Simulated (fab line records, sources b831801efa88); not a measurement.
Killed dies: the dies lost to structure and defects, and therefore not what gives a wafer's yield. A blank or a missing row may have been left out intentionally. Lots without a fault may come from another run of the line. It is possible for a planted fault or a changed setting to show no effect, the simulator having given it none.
Which tool did it? -- flow gf180mcu -- Sampling: 13 lots, 39 wafers, 4 of 602 route steps

== WHAT THE GAUGES READ, wafer by wafer ==
GF_PSD_CD_MEAS_07 targets a cd of 400 nm. Usual: 398.8 nm for cd_nm, sd 2.2.
lot,measured,on,cd_nm (nm),flag
L979,day 14 20:23,cd_sem-02,397.6 396.9 395.7,
L980,day 15 01:24,cd_sem-01,395.9 396.0 396.4,
L981,day 15 20:10,cd_sem-01,398.3 395.5 395.5,
L982,day 16 04:10,cd_sem-02,396.0 397.3 397.2,
L983,day 16 15:10,cd_sem-01,398.8 398.7 398.8,
L984,day 17 00:57,cd_sem-01,398.7 401.5 396.7,
L986,day 17 11:44,cd_sem-02,400.7 398.9 398.4,
L988,day 18 12:11,cd_sem-02,398.5 394.7 397.7,
L989,day 18 15:08,cd_sem-02,402.8 401.1 404.8,
L997,day 21 11:26,cd_sem-01,400.1 398.9 400.8,
L999,day 22 02:43,cd_sem-01,400.3 399.7 397.3,
L100,day 22 11:17,cd_sem-01,398.8 396.8 398.3,
L101,day 22 23:19,cd_sem-02,401.2 400.9 401.1,

GF_PSD_OVL_MEAS_08. Usual: for PSD_OVL the level is 0.4 nm and the standard deviation is 1.2.
lot,measured,on,PSD_OVL (nm),flag
L979,day 14 20:29,overlay-02,-0.5 -0.3 -0.5,
L980,day 15 01:31,overlay-01,1.5 -2.6 -2.6,
L981,day 15 20:17,overlay-02,-0.3 0.4 -0.2,
L982,day 16 04:17,overlay-01,0.5 1.4 0.1,
L983,day 16 15:17,overlay-01,1.2 0.9 0.0,
L984,day 17 01:03,overlay-02,-0.5 -0.2 -0.8,
L986,day 17 11:51,overlay-02,-0.8 0.1 0.2,
L988,day 18 12:17,overlay-01,-0.3 3.2 0.8,
L989,day 18 15:15,overlay-02,1.2 0.8 0.0,
L997,day 21 11:33,overlay-01,2.2 1.0 0.2,
L999,day 22 02:49,overlay-01,2.6 0.4 2.3,
L100,day 22 11:25,overlay-01,1.0 0.6 -0.5,
L101,day 22 23:25,overlay-02,1.1 1.4 1.1,

GF_PSD_RS_MEAS_14: measurement is done with a four-point probe. Usual: for NSD_RS the level is 46.15 ohm/sq and the standard deviation is 0.077.
lot,measured,on,NSD_RS (ohm/sq),flag
L979,day 14 20:59,film_metro-04,46.13 46.07 46.20,
L980,day 15 02:00,film_metro-02,46.25 46.19 46.20,
L981,day 15 20:49,film_metro-02,46.20 46.26 46.14,
L982,day 16 04:46,film_metro-01,46.26 46.19 46.29,
L983,day 16 15:46,film_metro-02,46.11 46.21 46.22,
L984,day 17 01:33,film_metro-02,46.06 46.13 46.08,
L986,day 17 12:20,film_metro-02,46.19 46.21 46.26,
L988,day 18 12:47,film_metro-04,46.15 46.14 46.07,
L989,day 18 15:44,film_metro-02,46.10 46.17 46.11,
L997,day 21 12:02,film_metro-04,46.16 46.17 46.18,
L999,day 22 03:24,film_metro-02,46.20 46.14 46.00,
L100,day 22 11:54,film_metro-01,46.18 46.14 46.24,
L101,day 22 23:55,film_metro-01,46.20 46.11 46.26,

== TOOL THAT RAN EACH LOT (tool first, then ch and the chambers of the sampled wafers, then the start) ==
lot,GF_PSD_CLEAN_12
L979,"wet_bench-03 ch 1, day 14 20:50"
L980,"wet_bench-01 ch 0, day 15 01:52"
L981,"wet_bench-03 ch 3, day 15 20:38"
L982,"wet_bench-01 ch 0, day 16 04:38"
L983,"wet_bench-01 ch 3, day 16 15:38"
L984,"wet_bench-02 ch 2, day 17 01:23"
L986,"wet_bench-02 ch 3, day 17 12:12"
L988,"wet_bench-01 ch 3, day 18 12:38"
L989,"wet_bench-01 ch 2, day 18 15:36"
L997,"wet_bench-02 ch 3, day 21 11:53"
L999,"wet_bench-02 ch 2, day 22 03:10"
L100,"wet_bench-01 ch 0, day 22 11:46"
L101,"wet_bench-03 ch 0, day 22 23:46"
- GF_PSD_CLEAN_12: cleans in SC1/SC2, time 150 s.

== WHAT THE TOOLS THEMSELVES READ (means of the sampled wafers that have a number; where no wafer has one, the mark that the record gives instead) ==
GF_PSD_CLEAN_12. Usual: 178 s for run_length_s, sd 4.
lot,tool,run_length_s (s),flag
L979,wet_bench-03,175,
L980,wet_bench-01,177,
L981,wet_bench-03,182,
L982,wet_bench-01,186,
L983,wet_bench-01,181,
L984,wet_bench-02,176,
L986,wet_bench-02,175,
L988,wet_bench-01,175,
L989,wet_bench-01,175,
L997,wet_bench-02,191,OFF
L999,wet_bench-02,176,
L100,wet_bench-01,187,
L101,wet_bench-03,183,

== THE ANSWER, worked out from the rows above alone ==
Rule: take the mean of a lot's wafers that have a number; if it is more than 3 standard deviations from the usual mean, the lot is off. Also off: a lot with no number at a reading for which 4 or more lots have one. Any other lot the step has rows for is counted as sound. First the gauges in route order, then the tools' own readings, where a lot's mean is used as printed above. The first step at which some lot is off is used, and at that step the reading that is off furthest; a lot without a number counts as furthest.
Off at GF_PSD_CLEAN_12 (run_length_s): L997.
A tool fits if, at that step or a process step before it, it ran every lot that is off, and no sound lot after the first of them. None of those tried fits.

== WHAT THE SIMULATOR HAD PUT IN ==
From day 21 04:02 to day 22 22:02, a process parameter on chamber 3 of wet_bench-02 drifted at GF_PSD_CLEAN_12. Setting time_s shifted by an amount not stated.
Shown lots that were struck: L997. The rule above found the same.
